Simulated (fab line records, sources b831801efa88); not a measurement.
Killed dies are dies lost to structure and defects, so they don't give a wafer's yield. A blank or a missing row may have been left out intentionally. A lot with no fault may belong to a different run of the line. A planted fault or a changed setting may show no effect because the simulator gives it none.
Which tool is to blame? -- flow gf180mcu -- 14 lots with 42 wafers sampled at 5 steps, on a route of 602 steps

## WHAT THE GAUGES SHOWED, per wafer
GF_STI_BOW_MEAS_00. Usual: INCOMING_BOW gives -1 um (standard deviation 6.6).
lot,measured,on,INCOMING_BOW (um),flag
L533,day 1 10:00,film-metro-03,4 -13 -2,
L534,day 1 15:00,film-metro-03,-10 -10 1,
L535,day 1 20:01,film-metro-04,-3 9 -10,
L536,day 2 01:02,film-metro-02,10 -6 13,
L538,day 2 11:01,film-metro-03,-8 2 0,
L539,day 2 16:00,film-metro-02,7 -1 -4,
L540,day 2 21:02,film-metro-03,7 5 1,
L542,day 3 07:00,film-metro-02,3 1 -9,
L543,day 3 12:02,film-metro-02,1 -7 -9,
L548,day 4 13:00,film-metro-04,11 0 -4,
L549,day 4 18:00,film-metro-03,9 6 -6,
L550,day 4 23:00,film-metro-04,-4 4 2,
L553,day 5 14:01,film-metro-02,3 -6 0,
L556,day 6 05:02,film-metro-04,-2 2 -3,

GF_NWELL_OVL_MEAS_07. Usual: NWELL_OVL gives 0.5 nm (standard deviation 1.5).
lot,measured,on,NWELL_OVL (nm),flag
L533,day 3 07:31,overlay-01,-2.8 0.1 -1.6,
L534,day 3 11:30,overlay-01,0.5 -0.6 -1.3,
L535,day 3 20:52,overlay-01,2.4 1.3 -2.3,
L536,day 4 06:13,overlay-02,0.3 1.7 2.5,
L538,day 4 20:19,overlay-01,-1.1 -0.2 -1.5,
L539,day 5 01:28,overlay-01,2.6 3.2 1.1,
L540,day 5 00:47,overlay-02,-1.3 0.1 -1.3,
L542,day 5 17:11,overlay-01,-1.6 0.6 -1.6,
L543,day 5 16:29,overlay-01,-1.2 -1.3 -1.2,
L548,day 6 19:54,overlay-01,-85.6 -83.7 -84.2,OFF
L549,day 7 01:01,overlay-01,-86.8 -85.5 -85.5,OFF
L550,day 7 05:59,overlay-01,2.8 0.9 2.8,
L553,day 7 21:35,overlay-01,4.2 2.1 2.7,
L556,day 8 13:53,overlay-01,0.7 0.5 -0.5,

GF_CONTACT_BOW_MEAS_05. Usual: CONTACT_BOW gives 65 um (standard deviation 6.9).
lot,measured,on,CONTACT_BOW (um),flag
L533,day 15 10:56,film-metro-02,71 53 64,
L534,day 15 16:08,film-metro-01,52 54 64,
L535,day 16 07:01,film-metro-04,62 74 55,
L536,day 16 23:32,film-metro-04,81 63 82,
L538,day 17 23:17,film-metro-02,58 67 65,
L539,day 18 07:41,film-metro-04,75 67 65,
L540,day 18 03:11,film-metro-01,75 74 70,
L542,day 19 08:11,film-metro-04,65 65 56,
L543,day 19 02:55,film-metro-01,67 57 54,
L548,day 21 13:19,film-metro-02,73 63 59,
L549,day 21 11:09,film-metro-02,77 73 62,
L550,day 21 17:48,film-metro-04,62 71 68,
L553,day 22 18:07,film-metro-02,66 58 63,
L556,day 23 16:17,film-metro-01,62 65 61,

## WHICH TOOL RAN EACH LOT (tool, then ch and the chambers of the sampled wafers, then the start)
lot,GF_NWELL_EXPOSE_04,GF_SALICIDE_RTA_08
L533,"iline-stepper-02 ch 0, day 3 01:32","rtp-anneal-02 ch 0, day 15 10:18"
L534,"iline-stepper-02 ch 0, day 3 05:48","rtp-anneal-02 ch 0, day 15 15:30"
L535,"iline-stepper-02 ch 0, day 3 14:44","rtp-anneal-01 ch 0, day 16 06:23"
L536,"iline-stepper-01 ch 0, day 3 23:08","rtp-anneal-01 ch 0, day 16 22:54"
L538,"iline-stepper-02 ch 0, day 4 12:55","rtp-anneal-01 ch 0, day 17 22:39"
L539,"iline-stepper-01 ch 0, day 4 17:56","rtp-anneal-01 ch 0, day 18 07:03"
L540,"iline-stepper-02 ch 0, day 4 17:38","rtp-anneal-01 ch 0, day 18 02:33"
L542,"iline-stepper-01 ch 0, day 5 09:37","rtp-anneal-01 ch 0, day 19 07:32"
L543,"iline-stepper-02 ch 0, day 5 09:20","rtp-anneal-01 ch 0, day 19 02:17"
L548,"iline-stepper-02 ch 0, day 6 12:20","rtp-anneal-01 ch 0, day 21 12:41"
L549,"iline-stepper-02 ch 0, day 6 17:41","rtp-anneal-01 ch 0, day 21 10:14"
L550,"iline-stepper-01 ch 0, day 6 22:14","rtp-anneal-01 ch 0, day 21 17:10"
L553,"iline-stepper-01 ch 0, day 7 13:36","rtp-anneal-01 ch 0, day 22 17:29"
L556,"iline-stepper-01 ch 0, day 8 06:07","rtp-anneal-02 ch 0, day 23 15:39"
- GF_NWELL_EXPOSE_04: exposes mask Nwell, target cd 860 nm.
- GF_SALICIDE_RTA_08: time 30 s.

## AS READ BY THE TOOLS THEMSELVES (means over the sampled wafers that have a number; for cases with no such wafer, the mark the record gives instead)
GF_SALICIDE_RTA_08. Usual: lamp-power-pct 17.8 %, standard deviation 0.72; wafer_temp_C_max 803.8, standard deviation 0.95.
lot,tool,lamp-power-pct (%),wafer_temp_C_max,flag
L533,rtp-anneal-02,16.7,805.7,
L534,rtp-anneal-02,16.8,804.0,
L535,rtp-anneal-01,18.3,803.5,
L536,rtp-anneal-01,18.3,803.6,
L538,rtp-anneal-01,18.3,803.6,
L539,rtp-anneal-01,18.3,803.9,
L540,rtp-anneal-01,18.3,803.8,
L542,rtp-anneal-01,18.3,803.5,
L543,rtp-anneal-01,18.3,803.3,
L548,rtp-anneal-01,18.3,803.7,
L549,rtp-anneal-01,18.3,803.2,
L550,rtp-anneal-01,18.3,802.3,
L553,rtp-anneal-01,18.3,803.1,
L556,rtp-anneal-02,16.7,804.4,

## THE ANSWER, worked out from the rows above alone
Rule: a lot is off if the mean of its wafers that have a number lies more than 3 standard deviations from the usual mean. Also off: a lot with no number at a reading for which 4 or more lots have one. Where the step has rows for the other lots, those lots are counted as sound. The gauges are gone through in route order, then the tools' own readings, and for those a lot's mean is taken as printed above. At the first step where some lot is off, the reading lying furthest off is the one used; lots without a number count as furthest.
Off: at GF_NWELL_OVL_MEAS_07 (NWELL_OVL), L548, L549.
If a tool, at a process step before that reading, ran all the lots that are off and no sound lot after the first of them, it fits. Gauges at GF_NWELL_OVL_MEAS_07: tried the same way as those tools. One fits: iline-stepper-02 at GF_NWELL_EXPOSE_04. A fault onset in the window from L543 (day 5 09:20, its last sound lot) to L548 (day 6 12:20, its first lot off) fits.

## WHAT HAD BEEN PUT IN BY THE SIMULATOR
Scanner matching overlay: iline-stepper-02, from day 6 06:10 on, at GF_NWELL_EXPOSE_04. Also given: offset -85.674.
Lots struck among those shown: L548, L549. The same result came from the rule above.
